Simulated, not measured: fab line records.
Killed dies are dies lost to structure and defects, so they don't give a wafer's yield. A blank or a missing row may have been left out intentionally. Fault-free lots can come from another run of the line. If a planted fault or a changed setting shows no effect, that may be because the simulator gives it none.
fab line records    flow sky130
record lots=12  wafers=36  lastDay=50
route steps=708 shown VIA1@480 METAL2@498 METAL3@569 PAD_OPEN@708
lots that met no fault: from a run of the same line without faults
startH: hours from the record's opening day to when the first of the lot's shown wafers began    waitH: hours since the lot's step before    " as in the row above    L1.1+2: several wafers, shown together as one row    - no value present, or no start provided    * or withheld: withheld    < > ~ a bound
route shown NAME@n: NAME is a module with steps in the file, n the number in the route of the first one    usual: mean and standard deviation over wafers with no fault    same: alike in all rows    chamber/n: place in a boat    sites: readings site by site    _std_site: the standard deviation of these    _edge_site: mean of outer sites minus mean of inner sites    radiusMm: for every site, how far away it sits from the centre of the wafer    mask NAME#n: copy n    behind: the most recent tool/chamber to have shaped the wafer    hold: cause of the lot's hold/its duration in hours/its outcome    device: the n, p or np transistor that did not switch    end of line: tests run on the same wafers once the route is complete    a step without rows: its recipe alone    killed: the dies lost at the first sort to structure and to defects; this is not the yield of the wafer    map: dies across one wafer; x = killed, . = not, _ = none there
set.NAME: the run value of the setting; set.NAME@STEP: its run value at that earlier step    model.NAME: the simulator's own value behind a step, which no gauge read
one table for each step of the route and one row for each wafer, over a sample of lots
services: when a tool's chamber went out of use (startH, in hours from the record's first day, below 0 if earlier), for how many hours, and the reason
## steps
# step SKY_VIA1_RS_MEAS_22
# recipe thkMeasGauge=four-point-probe  reads=W_of_VIA1_CVD_21+TiN_of_VIA1_SPUTTER_20
# usual VIA1_W_RS=0.428/0.0043
lot.wafer  tool          chamber  startH  waitH  VIA1_W_RS[ohm/sq]
L298.1     filmMetro-04  -        782.56  0.1    0.433
L298.4     "             -        "       "      0.423
L298.6     "             -        "       "      0.428
L300.2     filmMetro-03  -        805.41  0.1    0.426
L300.4     "             -        "       "      0.429
L300.5     "             -        "       "      0.421
L302.1     filmMetro-03  -        819.92  0.1    0.423
L302.3     "             -        "       "      0.420
L302.5     "             -        "       "      0.429
L305.3     filmMetro-03  -        842.96  0.1    0.428
L305.4     "             -        "       "      0.425
L305.5     "             -        "       "      0.419
L307.3     filmMetro-03  -        864.70  0.1    0.423
L307.5     "             -        "       "      0.423
L307.6     "             -        "       "      0.420
L313.1     filmMetro-02  -        905.61  0.1    0.431
L313.3     "             -        "       "      0.425
L313.6     "             -        "       "      0.431
L314.1     filmMetro-03  -        928.07  0.1    0.426
L314.2     "             -        "       "      0.425
L314.5     "             -        "       "      0.423
L315.1     filmMetro-02  -        953.86  0.1    0.421
L315.3     "             -        "       "      0.426
L315.6     "             -        "       "      0.422
L317.1     filmMetro-02  -        955.27  0.1    0.425
L317.4     "             -        "       "      0.425
L317.6     "             -        "       "      0.429
L318.2     filmMetro-02  -        956.21  0.2    0.436
L318.5     "             -        "       "      0.429
L318.6     "             -        "       "      0.431
L321.1     filmMetro-04  -        957.37  0.1    0.428
L321.3     "             -        "       "      0.432
L321.6     "             -        "       "      0.428
L320.1     filmMetro-03  -        960.46  0.1    0.426
L320.2     "             -        "       "      0.421
L320.3     "             -        "       "      0.425
# step SKY_VIA1_THK_MEAS_23
# recipe thkMeasGauge=xrf  reads=W_of_VIA1_CVD_21
# usual VIA1_W_THK=276/3.9
lot.wafer  tool          chamber  startH  waitH  VIA1_W_THK[nm]
L298.1     filmMetro-04  -        782.68  0.1    274
L298.4     "             -        "       "      279
L298.6     "             -        "       "      278
L300.2     filmMetro-03  -        805.52  0.1    276
L300.4     "             -        "       "      277
L300.5     "             -        "       "      281
L302.1     filmMetro-03  -        820.04  0.1    282
L302.3     "             -        "       "      283
L302.5     "             -        "       "      277
L305.3     filmMetro-03  -        843.06  0.1    277
L305.4     "             -        "       "      279
L305.5     "             -        "       "      282
L307.3     filmMetro-03  -        864.80  0.1    281
L307.5     "             -        "       "      279
L307.6     "             -        "       "      282
L313.1     filmMetro-02  -        905.73  0.1    270
L313.3     "             -        "       "      275
L313.6     "             -        "       "      271
L314.1     filmMetro-03  -        928.19  0.1    278
L314.2     "             -        "       "      281
L314.5     "             -        "       "      280
L315.1     filmMetro-02  -        953.98  0.1    277
L315.3     "             -        "       "      274
L315.6     "             -        "       "      277
L317.1     filmMetro-02  -        955.39  0.1    273
L317.4     "             -        "       "      275
L317.6     "             -        "       "      272
L318.2     filmMetro-02  -        956.32  0.1    268
L318.5     "             -        "       "      273
L318.6     "             -        "       "      270
L321.1     filmMetro-04  -        957.49  0.1    277
L321.3     "             -        "       "      274
L321.6     "             -        "       "      275
L320.1     filmMetro-03  -        960.58  0.1    280
L320.2     "             -        "       "      284
L320.3     "             -        "       "      279
# step SKY_METAL2_CD_MEAS_15
# recipe targetCdNm=140
# usual cdNm=140.4/1.3
lot.wafer  tool      chamber  startH  waitH  cdNm
L298.1     cdSem-02  -        809.64  -      139.0
L298.4     "         -        "       "      139.1
L298.6     "         -        "       "      139.9
L300.2     cdSem-02  -        832.50  -      142.7
L300.4     "         -        "       "      141.6
L300.5     "         -        "       "      140.6
L302.1     cdSem-02  -        847.69  -      138.4
L302.3     "         -        "       "      140.5
L302.5     "         -        "       "      138.7
L305.3     cdSem-02  -        870.03  -      137.2
L305.4     "         -        "       "      139.2
L305.5     "         -        "       "      138.4
L307.3     cdSem-02  -        891.17  -      141.5
L307.5     "         -        "       "      141.2
L307.6     "         -        "       "      140.9
L313.1     cdSem-01  -        930.68  -      141.3
L313.3     "         -        "       "      141.3
L313.6     "         -        "       "      139.5
L314.1     cdSem-02  -        952.93  -      141.5
L314.2     "         -        "       "      142.5
L314.5     "         -        "       "      142.6
L315.1     cdSem-01  -        978.13  -      137.9
L315.3     "         -        "       "      138.2
L315.6     "         -        "       "      139.2
L317.1     cdSem-02  -        979.25  -      141.8
L317.4     "         -        "       "      140.6
L317.6     "         -        "       "      140.8
L318.2     cdSem-02  -        980.70  -      141.4
L318.5     "         -        "       "      140.3
L318.6     "         -        "       "      140.7
L321.1     cdSem-02  -        981.68  -      140.6
L321.3     "         -        "       "      140.4
L321.6     "         -        "       "      142.4
L320.1     cdSem-02  -        984.83  -      140.2
L320.2     "         -        "       "      139.5
L320.3     "         -        "       "      139.2
# step SKY_METAL3_STRIP_19
# recipe chemistry=O2/N2  powerW=1400  pressureMtorr=1500  platenTempC=withheld  o2FlowSccm=3000  n2FlowSccm=300  overashFraction=0.5
# usual drypumpMotorCurrentA=5.7/0.38  oesProductAu=0.511/0.0056  stripTimeToEndpointS=6.73/0.068
lot.wafer  tool            chamber  startH   waitH  drypumpMotorCurrentA  oesProductAu  rfHoursCounterH  stripTimeToEndpointS
L298.1     plasmaAsher-02  0        894.85   0.1    6.0                   0.509         79               6.63
L298.4     "               1        "        "      6.0                   0.514         -                6.67
L298.6     "               1        "        "      6.0                   0.517         -                6.71
L300.2     plasmaAsher-02  1        915.47   0.1    6.0                   0.507         81               6.71
L300.4     "               0        "        "      6.0                   0.511         -                6.73
L300.5     "               1        "        "      6.0                   0.509         -                6.63
L302.1     plasmaAsher-02  0        929.02   0.1    6.0                   0.504         83               6.77
L302.3     "               1        "        "      6.0                   0.507         -                6.78
L302.5     "               0        "        "      6.0                   0.512         -                6.83
L305.3     plasmaAsher-02  1        950.63   0.1    6.0                   0.513         -                6.78
L305.4     "               0        "        "      6.0                   0.513         -                6.78
L305.5     "               0        "        "      6.0                   0.516         -                6.72
L307.3     plasmaAsher-02  0        967.29   0.1    6.0                   0.506         -                6.64
L307.5     "               0        "        "      6.0                   0.512         -                6.71
L307.6     "               1        "        "      6.0                   0.503         -                6.62
L313.1     plasmaAsher-01  1        1007.11  0.2    4.8                   0.512         24               6.79
L313.3     "               1        "        "      4.9                   0.522         -                6.77
L313.6     "               1        "        "      4.8                   0.504         -                6.63
L314.1     plasmaAsher-03  0        1026.85  0.1    5.9                   0.517         117              6.78
L314.2     "               1        "        "      5.8                   0.517         117              6.75
L314.5     "               0        "        "      5.9                   0.510         -                6.73
L315.1     plasmaAsher-02  0        1050.46  0.1    6.0                   0.512         95               6.72
L315.3     "               0        "        "      6.0                   0.516         -                6.77
L315.6     "               1        "        "      6.0                   0.515         -                6.67
L317.1     plasmaAsher-03  1        1051.42  0.1    5.8                   0.507         120              6.78
L317.4     "               0        "        "      5.8                   0.513         -                6.80
L317.6     "               1        "        "      5.8                   0.515         -                6.79
L318.2     plasmaAsher-03  1        1053.33  0.2    5.8                   0.507         120              6.70
L318.5     "               1        "        "      5.8                   0.514         -                6.71
L318.6     "               0        "        "      5.9                   0.513         -                6.70
L321.1     plasmaAsher-02  0        1054.79  0.3    6.0                   0.511         96               6.72
L321.3     "               1        "        "      6.0                   0.512         -                6.71
L321.6     "               0        "        "      6.0                   0.512         -                6.74
L320.1     plasmaAsher-02  0        1057.00  0.1    6.0                   0.513         96               6.82
L320.2     "               1        "        "      6.0                   0.510         96               6.78
L320.3     "               0        "        "      6.0                   0.513         -                6.78
# step SKY_PAD_OPEN_PROBE_99
# usual defectLimitedYield=82.8/1.7  killed_at_M0_to_M3=43/6.2  killed_at_M4_up=2.8/1.7  killedAtContacts=24/4.8  killedAtFrontEnd=15/4.3  killedAtOther=0.3/0.55  killedDies=85/8.4  killedOpen=46/6.7  killedShort=38/6.2  sort_bin_3_pad_short=0.9/0.46  sort_bin_5_function=10.2/1.3  sort_bin_6_memory=6.1/0.9  sortNPass=407/8.4  sortYieldPct=82.8/1.7
# same grossDies=492  killedAtBackSide=0  sort_bin_4_leakage[%]=0  sort_bin_8_speed[%]=0
lot.wafer  tool       chamber  startH   waitH  hold                     defectLimitedYield[%]  killed_at_M0_to_M3  killed_at_M4_up  killedAtContacts  killedAtFrontEnd  killedAtOther  killedDies  killedOpen  killedShort  sort_bin_3_pad_short[%]  sort_bin_5_function[%]  sort_bin_6_memory[%]  sortNPass  sortYieldPct[%]
L298.1     prober-01  -        1067.45  0.1    -                        84.3                   44                  2                17                14                0              77          45          32           0.4                      9.3                     5.9                   415        84.3
L298.4     prober-01  -        1067.60  0.2    -                        86.2                   27                  5                20                16                0              68          40          28           0.2                      8.3                     5.3                   424        86.2
L298.6     prober-01  -        1067.70  0.2    -                        81.3                   46                  2                33                10                1              92          58          34           0.4                      12.6                    5.7                   400        81.3
L300.2     prober-01  -        1082.64  0.1    -                        83.5                   38                  5                26                12                0              81          43          38           0.8                      10.0                    5.7                   411        83.5
L300.4     prober-01  -        1082.74  0.2    -                        79.1                   50                  4                28                21                0              103         53          50           0.4                      13.2                    7.3                   389        79.1
L300.5     prober-01  -        1082.79  0.2    -                        81.9                   42                  5                29                13                0              89          38          51           2.0                      10.4                    5.7                   403        81.9
L302.1     prober-01  -        1097.33  0.1    -                        82.5                   33                  4                20                29                0              86          41          44           1.4                      10.4                    5.7                   406        82.5
L302.3     prober-01  -        1097.43  0.2    -                        81.3                   46                  4                30                12                0              92          46          46           0.8                      12.6                    5.3                   400        81.3
L302.5     prober-01  -        1097.53  0.2    -                        83.1                   42                  5                24                11                1              83          44          39           1.2                      10.2                    5.5                   409        83.1
L305.3     prober-02  -        1113.73  0.2    awaitDispo/3.9h/release  74.6                   89                  0                16                19                1              125         32          42           4.5                      12.8                    8.1                   367        74.6
L305.4     prober-02  -        1113.78  0.2    awaitDispo/3.9h/release  74.6                   91                  1                16                17                0              125         32          30           3.9                      16.5                    5.1                   367        74.6
L305.5     prober-02  -        1113.83  0.2    awaitDispo/3.9h/release  74.8                   94                  2                22                6                 0              124         34          25           2.4                      17.3                    5.5                   368        74.8
L307.3     prober-02  -        1125.51  0.2    awaitDispo/2.3h/release  69.5                   111                 0                25                13                1              150         57          32           4.9                      17.9                    7.7                   342        69.5
L307.5     prober-02  -        1125.61  0.2    awaitDispo/2.3h/release  72.6                   104                 0                20                11                0              135         44          28           4.1                      16.1                    7.3                   357        72.6
L307.6     prober-02  -        1125.66  0.2    awaitDispo/2.3h/release  72.6                   96                  2                25                11                1              135         43          38           4.1                      16.7                    6.7                   357        72.6
L313.1     prober-02  -        1156.45  0.1    -                        82.7                   47                  2                21                15                0              85          38          46           1.2                      10.0                    6.1                   407        82.7
L313.3     prober-02  -        1156.55  0.2    -                        80.9                   58                  2                15                17                2              94          52          39           1.0                      10.8                    7.3                   398        80.9
L313.6     prober-02  -        1156.70  0.2    -                        83.5                   40                  4                18                18                1              81          34          46           1.6                      8.3                     6.5                   411        83.5
L314.1     prober-01  -        1171.89  0.1    -                        81.3                   54                  4                22                12                0              92          56          36           0.4                      10.8                    7.5                   400        81.3
L314.2     prober-01  -        1171.94  0.1    -                        82.5                   40                  2                21                23                0              86          38          48           1.8                      9.1                     6.5                   406        82.5
L314.5     prober-01  -        1172.09  0.2    -                        78.7                   50                  3                27                25                0              105         56          49           1.2                      12.6                    7.5                   387        78.7
L315.1     prober-02  -        1190.53  0.1    -                        81.1                   46                  3                26                18                0              93          46          47           1.0                      13.2                    4.7                   399        81.1
L315.3     prober-02  -        1190.63  0.2    -                        78.9                   60                  1                28                15                0              104         57          47           2.2                      10.4                    8.5                   388        78.9
L315.6     prober-02  -        1190.78  0.2    -                        83.5                   43                  2                25                10                1              81          41          39           0.6                      8.9                     6.9                   411        83.5
L317.1     prober-01  -        1193.59  0.1    -                        82.3                   33                  6                29                19                0              87          46          41           0.8                      11.0                    5.9                   405        82.3
L317.4     prober-01  -        1193.74  0.2    -                        84.1                   47                  1                18                12                0              78          51          27           0.4                      9.6                     5.9                   414        84.1
L317.6     prober-01  -        1193.84  0.2    -                        82.7                   48                  4                13                19                1              85          49          35           1.2                      10.8                    5.3                   407        82.7
L318.2     prober-02  -        1195.92  0.1    -                        85.2                   39                  2                19                13                0              73          30          42           0.6                      8.9                     5.3                   419        85.2
L318.5     prober-02  -        1196.07  0.2    -                        86.2                   32                  2                19                15                0              68          40          27           0.8                      8.3                     4.7                   424        86.2
L318.6     prober-02  -        1196.12  0.2    -                        80.1                   53                  2                26                17                0              98          49          48           1.4                      11.0                    7.5                   394        80.1
L321.1     prober-01  -        1197.93  0.1    -                        82.7                   31                  3                33                17                1              85          45          40           1.0                      9.1                     7.1                   407        82.7
L321.3     prober-01  -        1198.03  0.2    -                        80.7                   50                  1                28                16                0              95          50          45           0.8                      11.8                    6.7                   397        80.7
L321.6     prober-01  -        1198.18  0.2    -                        83.5                   39                  0                30                11                1              81          50          31           0.8                      11.6                    4.1                   411        83.5
L320.1     prober-01  -        1202.80  0.1    -                        81.3                   52                  5                21                14                0              92          48          44           1.0                      10.2                    7.5                   400        81.3
L320.2     prober-01  -        1202.85  0.1    -                        84.3                   47                  1                16                13                0              77          40          37           0.6                      10.0                    5.1                   415        84.3
L320.3     prober-01  -        1202.90  0.2    -                        80.3                   45                  4                26                22                0              97          55          42           1.2                      13.2                    5.3                   395        80.3
# killed by level:class
L298.1 VIA1:geometricParticle:open=12 CONTACT:geometricParticle:open=8 VIA3:geometricParticle:open=8 CONTACT:geometricParticle:short=6 VIA2:geometricParticle:open=6 VIA2:geometricParticle:short=5 FIELD_ISO:geometricParticle:short=3 FIELD_ISO:geometricParticle:open=3
L298.4 CONTACT:geometricParticle:open=7 VIA3:geometricParticle:open=6 VIA2:geometricParticle:open=6 LI_CONTACT:geometricParticle:open=5 VIA1:geometricParticle:open=5 FIELD_ISO:geometricParticle:short=4 POLY_GATE:geometricParticle:open=4 LOCAL_INTERCONNECT:geometricParticle:short=4
L298.6 VIA1:geometricParticle:open=20 CONTACT:geometricParticle:open=17 LI_CONTACT:geometricParticle:open=6 CONTACT:geometricParticle:short=5 LOCAL_INTERCONNECT:geometricParticle:short=5 VIA1:geometricParticle:short=4 METAL2:geometricParticle:short=4 VIA2:geometricParticle:open=4
L300.2 VIA1:geometricParticle:open=8 CONTACT:geometricParticle:open=7 LI_CONTACT:geometricParticle:open=7 VIA1:geometricParticle:short=7 VIA3:geometricParticle:open=4 LOCAL_INTERCONNECT:geometricParticle:short=4 METAL2:geometricParticle:short=4 FIELD_ISO:geometricParticle:open=3
L300.4 VIA1:geometricParticle:open=11 VIA3:geometricParticle:open=10 CONTACT:geometricParticle:open=7 METAL2:geometricParticle:short=7 FIELD_ISO:geometricParticle:open=6 CONTACT:geometricParticle:short=6 LI_CONTACT:geometricParticle:open=6 METAL1:geometricParticle:short=6
L300.5 VIA1:geometricParticle:open=11 FIELD_ISO:geometricParticle:short=8 CONTACT:geometricParticle:short=8 METAL1:geometricParticle:short=7 LI_CONTACT:geometricParticle:open=7 METAL2:geometricParticle:short=7 VIA2:geometricParticle:open=5 LOCAL_INTERCONNECT:geometricParticle:short=5
L302.1 FIELD_ISO:geometricParticle:short=12 POLY_GATE:geometricParticle:open=9 VIA1:geometricParticle:open=8 CONTACT:geometricParticle:open=6 VIA3:geometricParticle:open=6 METAL2:geometricParticle:short=5 LI_CONTACT:geometricParticle:open=5 CONTACT:geometricParticle:short=5
L302.3 CONTACT:geometricParticle:open=12 CONTACT:geometricParticle:short=10 VIA1:geometricParticle:open=10 FIELD_ISO:geometricParticle:open=7 METAL2:geometricParticle:short=7 VIA1:geometricParticle:short=6 METAL3:geometricParticle:short=4 VIA2:geometricParticle:open=4
L302.5 VIA1:geometricParticle:open=12 CONTACT:geometricParticle:open=8 METAL1:geometricParticle:short=6 VIA3:geometricParticle:open=6 LI_CONTACT:geometricParticle:open=5 LOCAL_INTERCONNECT:geometricParticle:short=5 CONTACT:geometricParticle:short=5 POLY_GATE:geometricParticle:open=4
L305.3 METAL3:unspecified=51 VIA1:geometricParticle:open=7 METAL2:geometricParticle:short=7 VIA3:geometricParticle:open=7 FIELD_ISO:geometricParticle:short=6 METAL1:geometricParticle:short=6 POLY_GATE:geometricParticle:open=4 LI_CONTACT:geometricParticle:short=4
L305.4 METAL3:unspecified=63 VIA1:geometricParticle:open=10 FIELD_ISO:geometricParticle:short=5 FIELD_ISO:geometricParticle:open=4 POLY_GATE:geometricParticle:short=4 LI_CONTACT:geometricParticle:short=4 METAL1:geometricParticle:short=4 LI_CONTACT:geometricParticle:open=3
L305.5 METAL3:unspecified=64 VIA1:geometricParticle:open=9 CONTACT:geometricParticle:short=8 CONTACT:geometricParticle:open=8 METAL1:geometricParticle:short=5 LI_CONTACT:geometricParticle:open=4 METAL2:geometricParticle:short=4 METAL3:geometricParticle:open=3
L307.3 METAL3:unspecified=61 VIA1:geometricParticle:open=12 CONTACT:geometricParticle:open=10 FIELD_ISO:geometricParticle:open=8 LI_CONTACT:geometricParticle:open=8 METAL2:geometricParticle:short=7 VIA3:geometricParticle:open=6 VIA1:geometricParticle:short=6
L307.5 METAL3:unspecified=63 VIA1:geometricParticle:open=11 CONTACT:geometricParticle:open=10 POLY_GATE:geometricParticle:short=4 CONTACT:geometricParticle:short=4 METAL2:geometricParticle:open=4 VIA3:geometricParticle:open=4 POLY_GATE:geometricParticle:open=3
L307.6 METAL3:unspecified=54 CONTACT:geometricParticle:open=10 LI_CONTACT:geometricParticle:open=6 VIA1:geometricParticle:open=6 METAL2:geometricParticle:short=6 FIELD_ISO:geometricParticle:short=5 VIA3:geometricParticle:short=5 VIA1:geometricParticle:short=5
L313.1 VIA3:geometricParticle:open=8 VIA1:geometricParticle:open=6 POLY_GATE:geometricParticle:open=6 LI_CONTACT:geometricParticle:open=6 METAL1:geometricParticle:short=6 VIA1:geometricParticle:short=5 CONTACT:geometricParticle:short=5 CONTACT:geometricParticle:open=5
L313.3 VIA1:geometricParticle:open=13 VIA3:geometricParticle:open=9 METAL2:geometricParticle:short=9 VIA1:geometricParticle:short=8 FIELD_ISO:geometricParticle:short=6 VIA2:geometricParticle:open=6 POLY_GATE:geometricParticle:open=5 LI_CONTACT:geometricParticle:open=5
L313.6 CONTACT:geometricParticle:open=9 VIA1:geometricParticle:open=8 FIELD_ISO:geometricParticle:short=6 VIA3:geometricParticle:open=6 VIA1:geometricParticle:short=5 METAL2:geometricParticle:short=5 FIELD_ISO:geometricParticle:open=4 LOCAL_INTERCONNECT:geometricParticle:short=4
L314.1 VIA1:geometricParticle:open=15 VIA3:geometricParticle:open=11 CONTACT:geometricParticle:open=8 VIA2:geometricParticle:open=8 LOCAL_INTERCONNECT:geometricParticle:short=5 METAL1:geometricParticle:short=4 VIA1:geometricParticle:short=4 METAL3:geometricParticle:short=4
L314.2 POLY_GATE:geometricParticle:short=7 LI_CONTACT:geometricParticle:open=7 VIA1:geometricParticle:open=6 METAL2:geometricParticle:short=6 METAL1:geometricParticle:short=5 SPACER:geometricParticle:open=5 VIA1:geometricParticle:short=5 VIA2:geometricParticle:short=5
L314.5 VIA1:geometricParticle:open=12 LI_CONTACT:geometricParticle:open=10 CONTACT:geometricParticle:open=9 POLY_GATE:geometricParticle:short=8 VIA2:geometricParticle:open=7 VIA2:geometricParticle:short=6 METAL2:geometricParticle:short=5 VIA3:geometricParticle:open=5
L315.1 VIA1:geometricParticle:open=13 CONTACT:geometricParticle:open=9 LOCAL_INTERCONNECT:geometricParticle:short=8 FIELD_ISO:geometricParticle:short=6 METAL3:geometricParticle:short=6 METAL2:geometricParticle:short=6 POLY_GATE:geometricParticle:open=5 VIA3:geometricParticle:open=5
L315.3 VIA1:geometricParticle:open=13 LI_CONTACT:geometricParticle:open=11 METAL1:geometricParticle:short=9 CONTACT:geometricParticle:open=9 METAL2:geometricParticle:short=9 VIA3:geometricParticle:open=6 VIA1:geometricParticle:short=6 VIA2:geometricParticle:short=5
L315.6 VIA1:geometricParticle:open=11 CONTACT:geometricParticle:open=9 VIA3:geometricParticle:open=8 CONTACT:geometricParticle:short=5 FIELD_ISO:geometricParticle:short=4 FIELD_ISO:geometricParticle:open=4 LI_CONTACT:geometricParticle:short=4 VIA1:geometricParticle:short=4
L317.1 LI_CONTACT:geometricParticle:open=10 CONTACT:geometricParticle:open=7 METAL1:geometricParticle:short=7 VIA3:geometricParticle:open=7 VIA1:geometricParticle:open=6 CONTACT:geometricParticle:short=5 METAL4:geometricParticle:short=5 FIELD_ISO:geometricParticle:open=4
L317.4 VIA1:geometricParticle:open=13 VIA3:geometricParticle:open=8 LI_CONTACT:geometricParticle:open=7 CONTACT:geometricParticle:open=6 VIA2:geometricParticle:open=5 POLY_GATE:geometricParticle:short=4 METAL1:geometricParticle:short=4 METAL1:geometricParticle:open=4
L317.6 VIA3:geometricParticle:open=10 VIA1:geometricParticle:open=7 VIA2:geometricParticle:open=5 CONTACT:geometricParticle:open=5 FIELD_ISO:geometricParticle:short=4 POLY_GATE:geometricParticle:short=4 LI_CONTACT:geometricParticle:open=4 VIA2:geometricParticle:short=4
L318.2 VIA1:geometricParticle:open=9 LOCAL_INTERCONNECT:geometricParticle:short=8 VIA3:geometricParticle:open=6 POLY_GATE:geometricParticle:short=5 VIA1:geometricParticle:short=5 CONTACT:geometricParticle:open=4 METAL1:geometricParticle:short=4 METAL2:geometricParticle:short=4
L318.5 VIA1:geometricParticle:open=8 LI_CONTACT:geometricParticle:open=7 CONTACT:geometricParticle:open=7 METAL1:geometricParticle:short=7 FIELD_ISO:geometricParticle:open=6 VIA2:geometricParticle:open=6 VIA3:geometricParticle:short=3 POLY_GATE:geometricParticle:short=2
L318.6 VIA1:geometricParticle:open=15 VIA1:geometricParticle:short=9 LI_CONTACT:geometricParticle:open=8 CONTACT:geometricParticle:open=8 METAL2:geometricParticle:short=6 METAL1:geometricParticle:short=5 FIELD_ISO:geometricParticle:open=4 LOCAL_INTERCONNECT:geometricParticle:short=4
L321.1 LI_CONTACT:geometricParticle:open=9 CONTACT:geometricParticle:open=8 VIA1:geometricParticle:short=5 POLY_GATE:geometricParticle:open=5 CONTACT:geometricParticle:short=5 METAL1:geometricParticle:short=5 VIA1:geometricParticle:open=5 POLY_GATE:geometricParticle:short=4
L321.3 LI_CONTACT:geometricParticle:open=10 VIA1:geometricParticle:open=9 POLY_GATE:geometricParticle:open=8 METAL1:geometricParticle:short=8 VIA1:geometricParticle:short=8 CONTACT:geometricParticle:short=7 CONTACT:geometricParticle:open=5 METAL2:geometricParticle:short=5
L321.6 CONTACT:geometricParticle:open=14 VIA1:geometricParticle:open=11 LI_CONTACT:geometricParticle:open=7 VIA3:geometricParticle:open=7 FIELD_ISO:geometricParticle:short=6 VIA2:geometricParticle:open=5 LOCAL_INTERCONNECT:geometricParticle:short=4 METAL1:geometricParticle:short=4
L320.1 VIA1:geometricParticle:open=11 LI_CONTACT:geometricParticle:open=7 VIA2:geometricParticle:open=7 VIA3:geometricParticle:open=7 CONTACT:geometricParticle:open=6 VIA2:geometricParticle:short=6 METAL2:geometricParticle:short=6 CONTACT:geometricParticle:short=5
L320.2 VIA3:geometricParticle:open=9 VIA1:geometricParticle:open=7 CONTACT:geometricParticle:short=6 METAL1:geometricParticle:short=6 VIA2:geometricParticle:open=6 FIELD_ISO:geometricParticle:open=5 LI_CONTACT:geometricParticle:open=5 METAL2:geometricParticle:short=5
L320.3 CONTACT:geometricParticle:open=13 VIA1:geometricParticle:open=11 VIA1:geometricParticle:short=9 POLY_GATE:geometricParticle:short=7 POLY_GATE:geometricParticle:open=6 LI_CONTACT:geometricParticle:open=6 VIA3:geometricParticle:open=5 FIELD_ISO:geometricParticle:open=4
## services
tool            chamber  startH   hours  kind
plasmaAsher-03  -        952.13   2.9    repair
plasmaAsher-03  -        1055.25  9.0    pm
plasmaAsher-03  0        1055.25  9.0    ventCycle
plasmaAsher-03  1        1055.25  9.0    ventCycle
## key
firstSign step=SKY_PAD_OPEN_PROBE_99  reading=killed_at_M0_to_M3  direction=up  sigmas=8.8  usual=43  struck=98
effect step=SKY_PAD_OPEN_PROBE_99  reading=sort_bin_3_pad_short  direction=up  sigmas=6.6  usual=0.9  struck=4.0
metAt SKY_METAL3_STRIP_19
struckLots L305,L307
notActingAt SKY_VIA1_RS_MEAS_22,SKY_VIA1_THK_MEAS_23,SKY_METAL2_CD_MEAS_15
onsetBetween 929.02 950.63
fault kind=chamberParticleSource  tool=plasmaAsher-02  chamber=-  onsetH=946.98  steps=SKY_METAL3_STRIP_19  ratePerVisitCm2=1.395  endH=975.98
